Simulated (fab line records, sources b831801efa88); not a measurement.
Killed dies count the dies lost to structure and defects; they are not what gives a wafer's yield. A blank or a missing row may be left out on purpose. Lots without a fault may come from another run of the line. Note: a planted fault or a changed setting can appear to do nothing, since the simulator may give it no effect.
fab line records    flow sky130
record: lots: 12  wafers: 36  last_day: 50
route steps=708 shown CAP2M@606 METAL4@632 VIA4@642 PAD_OPEN@708
lots untouched by any fault: they come from a run of this same line in which no faults occurred
start_h: hours from the record's first day to the start of the lot's first wafer shown    wait_h: hours from the lot's prior step to this one    " the same as in the row above    L1.1+2: a row that stands for several wafers    - no value, or no start given    * or withheld: withheld    < > ~ a bound
route shown NAME@n: a module of which the file shows steps, and the number in the route of the first    usual: mean/standard deviation of fault-free wafers    same: alike in all rows    chamber/n: place in a boat    sites: per-site readings    _std_site: their standard deviation    _edge_site: inner sites' mean taken away from outer sites' mean    radius_mm: how far each site lies from the wafer's centre    mask NAME#n: copy n    behind: tool/chamber where the wafer was last shaped    hold: what put the lot on hold/how long, in hours/how the hold closed    device: the transistor (n, p or np) that didn't switch    end of line: at the end of the route, the tests of the same wafers    a step with no rows: only its recipe    killed: dies lost to structure and defects at the first sort, not the wafer's yield    map: a wafer's dies, marking killed ones x, the rest . and places with no die _
set.NAME: setting as actually run; set.NAME@STEP: the setting as run at that earlier step    model.NAME: the simulator's own value behind a step, which no gauge read
the route's steps for a sample of lots (tables are steps, rows are wafers)
services: from which hour (start_h, from the record's first day; less than 0 if before it) a tool's chamber was out of use, for how many hours, and why
== steps ==
step: SKY_CAP2M_RS_MEAS_03
recipe: thk_meas_gauge: four-point-probe  reads: TiN_of_CAP2M_SPUTTER_02
usual: CAP2M_TIN_RS: 6.95/0.073
lot.wafer  tool           chamber  start_h  wait_h  CAP2M_TIN_RS[ohm/sq]
L184.2     film_metro-01  -        940.55   0.1     7.00
L184.3     "              -        "        "       6.88
L184.4     "              -        "        "       6.90
L185.3     film_metro-04  -        952.57   0.1     7.07
L185.4     "              -        "        "       7.10
L185.6     "              -        "        "       6.96
L186.2     film_metro-01  -        959.92   0.1     7.00
L186.3     "              -        "        "       7.00
L186.6     "              -        "        "       6.95
L188.2     film_metro-01  -        964.02   0.1     6.88
L188.5     "              -        "        "       6.90
L188.6     "              -        "        "       6.97
L189.2     film_metro-02  -        976.45   0.1     6.98
L189.4     "              -        "        "       7.05
L189.6     "              -        "        "       6.97
L191.1     film_metro-01  -        983.13   0.1     7.00
L191.3     "              -        "        "       7.01
L191.4     "              -        "        "       7.07
L193.2     film_metro-01  -        1000.51  0.1     6.87
L193.4     "              -        "        "       6.83
L193.6     "              -        "        "       6.87
L201.1     film_metro-01  -        1059.26  0.1     6.83
L201.2     "              -        "        "       6.95
L201.5     "              -        "        "       6.84
L202.2     film_metro-01  -        1065.92  0.1     6.99
L202.5     "              -        "        "       6.96
L202.6     "              -        "        "       6.93
L203.1     film_metro-04  -        1066.00  0.1     6.90
L203.5     "              -        "        "       6.92
L203.6     "              -        "        "       6.94
L204.3     film_metro-01  -        1071.24  0.1     6.89
L204.4     "              -        "        "       6.93
L204.6     "              -        "        "       6.91
L205.2     film_metro-04  -        1076.97  0.1     6.91
L205.4     "              -        "        "       6.88
L205.5     "              -        "        "       6.87
step: SKY_CAP2M_OVL_MEAS_12
usual: CAP2M_OVL: -0.1/1.5
lot.wafer  tool        chamber  start_h  wait_h  CAP2M_OVL[nm]
L184.2     overlay-01  -        964.57   0.1     -1.4
L184.3     "           -        "        "       -4.9
L184.4     "           -        "        "       -0.8
L185.3     overlay-01  -        976.09   0.1     -1.8
L185.4     "           -        "        "       0.8
L185.6     "           -        "        "       -2.3
L186.2     overlay-01  -        983.87   0.1     -2.0
L186.3     "           -        "        "       1.9
L186.6     "           -        "        "       3.4
L188.2     overlay-02  -        986.87   0.1     -0.7
L188.5     "           -        "        "       -0.9
L188.6     "           -        "        "       -1.7
L189.2     overlay-02  -        999.52   0.1     1.1
L189.4     "           -        "        "       0.5
L189.6     "           -        "        "       0.9
L191.1     overlay-02  -        1006.63  0.1     1.8
L191.3     "           -        "        "       0.4
L191.4     "           -        "        "       0.8
L193.2     overlay-02  -        1023.37  0.1     1.5
L193.4     "           -        "        "       -1.0
L193.6     "           -        "        "       2.9
L201.1     overlay-01  -        1080.11  0.1     1.3
L201.2     "           -        "        "       0.6
L201.5     "           -        "        "       -0.5
L202.2     overlay-01  -        1086.87  0.1     1.5
L202.5     "           -        "        "       -1.1
L202.6     "           -        "        "       -1.3
L203.1     overlay-02  -        1087.51  0.1     -1.1
L203.5     "           -        "        "       -0.6
L203.6     "           -        "        "       1.0
L204.3     overlay-01  -        1092.19  0.1     1.0
L204.4     "           -        "        "       -0.5
L204.6     "           -        "        "       0.2
L205.2     overlay-02  -        1096.92  0.1     -1.9
L205.4     "           -        "        "       -2.1
L205.5     "           -        "        "       -2.4
step: SKY_METAL4_ETCH_16
recipe: chemistry: N2/H2  target: BARC  ion_energy_ev: 200  bias_w: 100  pressure_mtorr: 30  n2_flow_sccm: 100  h2_flow_sccm: 200  icp_w: 500  stop_on: SiO2  time_s: 88.2  target_depth_a: 600
usual: bias_w: 100.0/0.3  drypump_motor_current_A: 5.79/0.23  h2_flow_sccm: 200.1/0.64  oes_product_au: 0.626/0.0047  rf_fwd_power_W: 496.9/1.7  throttle_valve_pct: 13.203/0.0085
lot.wafer  tool          chamber  start_h  wait_h  bias_w  drypump_motor_current_A  h2_flow_sccm  oes_product_au  rf_fwd_power_W  rf_hours_counter_h  throttle_valve_pct
L184.2     rie_metal-04  0        989.19   0.0     99.4    5.84                     200.3         0.624           498.3           18                  13.201
L184.3     "             0        "        "       99.7    5.87                     200.3         0.628           498.0           -                   13.212
L184.4     "             1        "        "       100.2   5.46                     199.5         0.625           498.9           -                   13.214
L185.3     rie_metal-02  0        1000.43  0.0     99.5    6.06                     199.7         0.634           498.4           -                   13.195
L185.4     "             1        "        "       100.0   5.86                     200.2         0.630           498.7           -                   13.215
L185.6     "             1        "        "       99.6    5.91                     200.6         0.622           499.3           -                   13.207
L186.2     rie_metal-03  1        1007.51  0.0     99.8    5.50                     199.2         0.629           499.3           6                   13.175
L186.3     "             1        "        "       100.6   5.53                     199.8         0.628           497.9           -                   13.212
L186.6     "             0        "        "       100.1   5.97                     200.1         0.634           496.9           -                   13.190
L188.2     rie_metal-04  1        1010.60  0.0     99.8    5.46                     201.0         0.623           497.4           14                  13.223
L188.5     "             0        "        "       100.0   5.84                     199.8         0.632           495.4           -                   13.200
L188.6     "             1        "        "       99.7    5.46                     200.1         0.620           497.7           -                   13.192
L189.2     rie_metal-02  1        1023.69  0.0     100.2   5.86                     199.5         0.635           497.1           19                  13.211
L189.4     "             1        "        "       100.0   5.87                     199.7         0.636           496.9           -                   13.193
L189.6     "             0        "        "       99.9    6.05                     198.8         0.620           495.6           -                   13.209
L191.1     rie_metal-02  0        1030.69  0.0     100.6   6.05                     200.3         0.630           494.9           11                  13.208
L191.3     "             0        "        "       99.9    6.07                     200.5         0.624           496.3           -                   13.210
L191.4     "             1        "        "       100.2   5.88                     199.6         0.626           497.3           -                   13.209
L193.2     rie_metal-02  0        1046.70  0.1     99.9    6.05                     200.7         0.629           496.7           -                   13.211
L193.4     "             0        "        "       99.9    6.05                     199.7         0.625           495.0           -                   13.207
L193.6     "             0        "        "       99.6    6.06                     199.9         0.620           496.7           -                   13.202
L201.1     rie_metal-04  0        1101.66  0.0     100.3   5.84                     200.6         0.628           496.0           26                  13.199
L201.2     "             1        "        "       99.8    5.48                     201.1         0.613           499.8           21                  13.201
L201.5     "             0        "        "       100.0   5.85                     199.7         0.618           497.7           -                   13.208
L202.2     rie_metal-02  0        1108.36  0.0     99.7    6.08                     200.4         0.628           496.5           19                  13.190
L202.5     "             0        "        "       100.1   6.09                     201.5         0.613           494.0           -                   13.193
L202.6     "             1        "        "       87.4    5.87                     199.4         0.621           497.5           -                   13.213
L203.1     rie_metal-02  1        1109.36  0.0     87.4    5.85                     201.1         0.618           496.1           21                  13.210
L203.5     "             0        "        "       99.6    6.04                     200.0         0.627           494.9           -                   13.201
L203.6     "             1        "        "       87.8    5.87                     200.8         0.628           496.3           -                   13.206
L204.3     rie_metal-03  1        1113.47  0.0     99.9    5.53                     200.7         0.624           497.8           -                   13.201
L204.4     "             0        "        "       100.9   5.99                     199.2         0.637           496.1           -                   13.198
L204.6     "             1        "        "       99.9    5.51                     200.6         0.627           498.6           -                   13.202
L205.2     rie_metal-03  0        1118.06  0.0     100.0   5.94                     199.5         0.622           496.6           15                  13.184
L205.4     "             0        "        "       100.0   5.96                     199.1         0.630           497.3           -                   13.211
L205.5     "             1        "        "       100.0   5.47                     201.5         0.630           497.5           -                   13.212
step: SKY_VIA4_BOW_MEAS_03
recipe: mode: bow
usual: VIA4_BOW: 77/8
lot.wafer  tool           chamber  start_h  wait_h  VIA4_BOW[um]
L184.2     film_metro-03  -        990.63   0.3     78
L184.3     "              -        "        "       59
L184.4     "              -        "        "       75
L185.3     film_metro-01  -        1001.88  0.2     74
L185.4     "              -        "        "       70
L185.6     "              -        "        "       85
L186.2     film_metro-02  -        1008.99  0.3     83
L186.3     "              -        "        "       72
L186.6     "              -        "        "       71
L188.2     film_metro-03  -        1012.05  0.1     79
L188.5     "              -        "        "       84
L188.6     "              -        "        "       81
L189.2     film_metro-03  -        1025.13  0.2     74
L189.4     "              -        "        "       61
L189.6     "              -        "        "       80
L191.1     film_metro-01  -        1032.12  0.1     67
L191.3     "              -        "        "       73
L191.4     "              -        "        "       77
L193.2     film_metro-01  -        1048.21  0.2     75
L193.4     "              -        "        "       81
L193.6     "              -        "        "       79
L201.1     film_metro-02  -        1103.30  0.1     65
L201.2     "              -        "        "       84
L201.5     "              -        "        "       83
L202.2     film_metro-03  -        1109.90  0.2     86
L202.5     "              -        "        "       79
L202.6     "              -        "        "       89
L203.1     film_metro-02  -        1110.85  0.1     77
L203.5     "              -        "        "       78
L203.6     "              -        "        "       71
L204.3     film_metro-02  -        1115.15  0.1     83
L204.4     "              -        "        "       81
L204.6     "              -        "        "       91
L205.2     film_metro-02  -        1119.50  0.2     53
L205.4     "              -        "        "       68
L205.5     "              -        "        "       71
step: SKY_PAD_OPEN_PROBE_99
usual: defect_limited_yield: 82.4/1.8  killed_at_M0_to_M3: 44/6  killed_at_M4_up: 2.9/1.5  killed_at_contacts: 24/4.9  killed_at_front_end: 16/4.3  killed_at_other: 0.3/0.54  killed_dies: 87/8.7  killed_open: 48/6.7  killed_short: 39/5.9  sort_bin_3_pad_short: 0.9/0.4  sort_bin_5_function: 10.5/1.5  sort_bin_6_memory: 6.2/1.1  sort_n_pass: 405/8.7  sort_yield_pct: 82.4/1.8
same: gross_dies: 492  killed_at_back_side: 0  sort_bin_4_leakage[%]: 0  sort_bin_8_speed[%]: 0
lot.wafer  tool       chamber  start_h  wait_h  defect_limited_yield[%]  killed_at_M0_to_M3  killed_at_M4_up  killed_at_contacts  killed_at_front_end  killed_at_other  killed_dies  killed_open  killed_short  sort_bin_3_pad_short[%]  sort_bin_5_function[%]  sort_bin_6_memory[%]  sort_n_pass  sort_yield_pct[%]
L188.2     prober-02  -        1103.48  0.1     81.9                     52                  1                21                  15                   0                89           57           32            1.2                      11.6                    5.3                   403          81.9
L188.5     prober-02  -        1103.63  0.2     83.3                     42                  6                18                  16                   0                82           40           42            1.2                      11.2                    4.3                   410          83.3
L188.6     prober-02  -        1103.68  0.2     83.7                     35                  5                22                  18                   0                80           46           34            0.2                      11.4                    4.7                   412          83.7
L189.2     prober-02  -        1115.20  0.1     79.9                     48                  3                33                  15                   0                99           52           47            1.4                      12.2                    6.5                   393          79.9
L189.4     prober-02  -        1115.30  0.2     82.5                     42                  1                34                  8                    1                86           51           35            1.0                      8.7                     7.7                   406          82.5
L189.6     prober-02  -        1115.40  0.2     81.9                     46                  2                23                  18                   0                89           55           34            0.8                      10.0                    7.3                   403          81.9
L191.1     prober-02  -        1120.53  0.1     82.5                     44                  3                26                  13                   0                86           40           46            1.6                      9.6                     6.3                   406          82.5
L191.3     prober-02  -        1120.63  0.2     83.3                     41                  4                24                  13                   0                82           38           44            1.4                      10.4                    4.9                   410          83.3
L191.4     prober-02  -        1120.68  0.2     80.1                     49                  1                30                  17                   1                98           56           42            0.6                      10.8                    8.5                   394          80.1
L193.2     prober-02  -        1135.50  0.1     83.3                     44                  2                22                  14                   0                82           42           39            0.8                      11.0                    4.9                   410          83.3
L193.4     prober-02  -        1135.60  0.2     82.5                     44                  4                22                  16                   0                86           48           38            1.4                      9.8                     6.3                   406          82.5
L193.6     prober-02  -        1135.70  0.2     81.9                     51                  2                19                  17                   0                89           50           39            0.4                      9.8                     7.9                   403          81.9
L202.2     prober-01  -        1186.73  0.1     81.7                     47                  1                29                  13                   0                90           56           33            0.8                      11.2                    6.3                   402          81.7
L202.5     prober-01  -        1186.88  0.2     83.3                     41                  4                27                  10                   0                82           45           37            0.8                      8.7                     7.1                   410          83.3
L202.6     prober-01  -        1186.93  0.2     85.8                     34                  1                20                  14                   1                70           37           33            0.6                      7.7                     5.9                   422          85.8
L203.1     prober-02  -        1187.38  0.1     81.7                     50                  0                23                  17                   0                90           55           35            1.2                      11.4                    5.7                   402          81.7
L203.5     prober-02  -        1187.58  0.2     77.4                     48                  2                35                  26                   0                111          55           54            0.8                      12.4                    9.3                   381          77.4
L203.6     prober-02  -        1187.63  0.2     82.1                     41                  2                29                  16                   0                88           48           40            0.8                      11.0                    6.1                   404          82.1
L205.2     prober-02  -        1193.60  0.1     83.7                     35                  1                27                  17                   0                80           41           39            0.8                      8.9                     6.5                   412          83.7
L205.4     prober-02  -        1193.70  0.2     86.0                     38                  1                12                  17                   1                69           43           26            1.6                      7.9                     4.5                   423          86.0
L205.5     prober-02  -        1193.75  0.2     83.1                     36                  4                29                  13                   1                83           57           26            0.4                      9.8                     6.7                   409          83.1
killed by level:class
L188.2 VIA1:geometric_particle:open=17 LI_CONTACT:geometric_particle:open=8 CONTACT:geometric_particle:open=8 VIA3:geometric_particle:short=8 METAL1:geometric_particle:short=7 POLY_GATE:geometric_particle:open=6 VIA3:geometric_particle:open=5 VIA2:geometric_particle:open=4
L188.5 METAL1:geometric_particle:short=9 LI_CONTACT:geometric_particle:open=8 VIA1:geometric_particle:open=7 VIA2:geometric_particle:open=6 FIELD_ISO:geometric_particle:short=5 VIA2:geometric_particle:short=5 CONTACT:geometric_particle:open=5 METAL2:geometric_particle:short=5
L188.6 CONTACT:geometric_particle:open=8 METAL1:geometric_particle:short=7 VIA1:geometric_particle:open=7 FIELD_ISO:geometric_particle:open=6 LI_CONTACT:geometric_particle:open=6 METAL2:geometric_particle:short=5 VIA3:geometric_particle:open=5 CONTACT:geometric_particle:short=4
L189.2 CONTACT:geometric_particle:open=11 METAL1:geometric_particle:short=11 VIA1:geometric_particle:open=9 LI_CONTACT:geometric_particle:open=8 VIA1:geometric_particle:short=7 VIA3:geometric_particle:open=7 CONTACT:geometric_particle:short=6 LOCAL_INTERCONNECT:geometric_particle:short=5
L189.4 CONTACT:geometric_particle:open=14 VIA2:geometric_particle:open=10 VIA1:geometric_particle:open=9 CONTACT:geometric_particle:short=7 LI_CONTACT:geometric_particle:open=6 LI_CONTACT:geometric_particle:short=4 METAL1:geometric_particle:short=4 VIA1:geometric_particle:short=4
L189.6 VIA1:geometric_particle:open=13 CONTACT:geometric_particle:open=10 METAL1:geometric_particle:short=8 LI_CONTACT:geometric_particle:open=6 VIA3:geometric_particle:open=6 FIELD_ISO:geometric_particle:short=5 VIA1:geometric_particle:short=5 SONOS_ONO:geometric_particle:open=4
L191.1 CONTACT:geometric_particle:open=10 LI_CONTACT:geometric_particle:open=6 METAL3:geometric_particle:short=5 METAL2:geometric_particle:short=5 VIA2:geometric_particle:short=5 VIA2:geometric_particle:open=5 VIA3:geometric_particle:short=5 FIELD_ISO:geometric_particle:open=4
L191.3 CONTACT:geometric_particle:open=8 CONTACT:geometric_particle:short=7 VIA1:geometric_particle:short=6 METAL2:geometric_particle:short=6 LOCAL_INTERCONNECT:geometric_particle:short=5 VIA1:geometric_particle:open=5 METAL2:geometric_particle:open=5 VIA3:geometric_particle:open=5
L191.4 VIA1:geometric_particle:open=14 LOCAL_INTERCONNECT:geometric_particle:short=11 METAL2:geometric_particle:short=7 CONTACT:geometric_particle:open=7 VIA2:geometric_particle:open=6 VIA3:geometric_particle:open=6 FIELD_ISO:geometric_particle:open=4 POLY_GATE:geometric_particle:open=4
L193.2 LI_CONTACT:geometric_particle:open=11 VIA1:geometric_particle:open=11 VIA1:geometric_particle:short=6 METAL1:geometric_particle:short=6 POLY_GATE:geometric_particle:short=5 METAL2:geometric_particle:short=5 VIA3:geometric_particle:open=5 CONTACT:geometric_particle:open=4
L193.4 VIA1:geometric_particle:open=14 LOCAL_INTERCONNECT:geometric_particle:short=7 VIA3:geometric_particle:open=7 POLY_GATE:geometric_particle:open=5 CONTACT:geometric_particle:open=5 METAL2:geometric_particle:short=5 VIA2:geometric_particle:open=5 LI_CONTACT:geometric_particle:open=4
L193.6 VIA2:geometric_particle:open=11 VIA1:geometric_particle:open=10 LI_CONTACT:geometric_particle:open=8 VIA1:geometric_particle:short=8 POLY_GATE:geometric_particle:open=6 METAL2:geometric_particle:short=5 VIA3:geometric_particle:open=5 FIELD_ISO:geometric_particle:open=4
L202.2 VIA2:geometric_particle:open=13 LI_CONTACT:geometric_particle:open=13 VIA1:geometric_particle:open=11 CONTACT:geometric_particle:open=8 METAL1:geometric_particle:short=6 LI_CONTACT:geometric_particle:short=5 POLY_GATE:geometric_particle:short=4 VIA1:geometric_particle:short=4
L202.5 VIA1:geometric_particle:open=9 VIA2:geometric_particle:open=8 CONTACT:geometric_particle:open=6 METAL2:geometric_particle:short=6 VIA3:geometric_particle:open=6 LI_CONTACT:geometric_particle:open=5 LI_CONTACT:geometric_particle:short=5 CONTACT:geometric_particle:short=5
L202.6 CONTACT:geometric_particle:open=9 VIA1:geometric_particle:open=8 METAL1:geometric_particle:short=7 VIA2:geometric_particle:open=6 LI_CONTACT:geometric_particle:open=5 METAL2:geometric_particle:short=4 FIELD_ISO:geometric_particle:short=3 FIELD_ISO:geometric_particle:open=3
L203.1 VIA1:geometric_particle:open=11 LI_CONTACT:geometric_particle:open=10 FIELD_ISO:geometric_particle:open=9 VIA3:geometric_particle:open=8 METAL2:geometric_particle:short=7 METAL1:geometric_particle:short=6 CONTACT:geometric_particle:open=5 VIA2:geometric_particle:open=5
L203.5 LI_CONTACT:geometric_particle:open=9 METAL1:geometric_particle:short=9 VIA1:geometric_particle:open=9 CONTACT:geometric_particle:short=8 FIELD_ISO:geometric_particle:open=7 POLY_GATE:geometric_particle:open=7 POLY_GATE:geometric_particle:short=7 CONTACT:geometric_particle:open=7
L203.6 CONTACT:geometric_particle:open=19 VIA2:geometric_particle:open=9 VIA1:geometric_particle:open=6 METAL1:geometric_particle:short=6 POLY_GATE:geometric_particle:short=5 CONTACT:geometric_particle:short=5 FIELD_ISO:geometric_particle:short=4 VIA2:geometric_particle:short=4
L205.2 POLY_GATE:geometric_particle:short=8 CONTACT:geometric_particle:open=8 LI_CONTACT:geometric_particle:open=7 VIA2:geometric_particle:open=7 VIA1:geometric_particle:short=6 METAL1:geometric_particle:short=6 FIELD_ISO:geometric_particle:open=5 VIA1:geometric_particle:open=5
L205.4 VIA3:geometric_particle:open=9 VIA2:geometric_particle:open=8 VIA1:geometric_particle:open=8 FIELD_ISO:geometric_particle:short=4 CONTACT:geometric_particle:short=4 CONTACT:geometric_particle:open=4 METAL1:geometric_particle:short=4 FIELD_ISO:geometric_particle:open=3
L205.5 VIA1:geometric_particle:open=9 LI_CONTACT:geometric_particle:open=8 CONTACT:geometric_particle:open=8 VIA3:geometric_particle:open=8 POLY_GATE:geometric_particle:open=7 VIA2:geometric_particle:open=7 LOCAL_INTERCONNECT:geometric_particle:short=5 LI_CONTACT:geometric_particle:short=3
== services ==
tool          chamber  start_h  hours  kind
rie_metal-03  -        1010.43  2.8    pm
rie_metal-03  -        1019.02  0.5    repair
rie_metal-02  1        1044.91  40.5   repair
rie_metal-02  1        1092.16  3.1    repair
rie_metal-04  -        1117.75  1.0    repair
== key ==
first_sign: step: SKY_METAL4_ETCH_16  reading: bias_w  direction: down  sigmas: 41  usual: 100.0  struck: 87.6
effect none on later readings
met_at SKY_METAL4_ETCH_16
struck_lots L202,L203
struck_wafers L202.6,L203.1,L203.6
not_acting_at SKY_CAP2M_RS_MEAS_03,SKY_CAP2M_OVL_MEAS_12,SKY_VIA4_BOW_MEAS_03
onset_between 1030.69 1108.36
fault: kind: process_parameter_drift  tool: rie_metal-02  chamber: 1  onset_h: 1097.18  steps: SKY_METAL4_ETCH_16  channel: bias_w  offset: -11.98  shape: step  end_h: 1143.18  acts_in: these_recipes_only  stated: 100
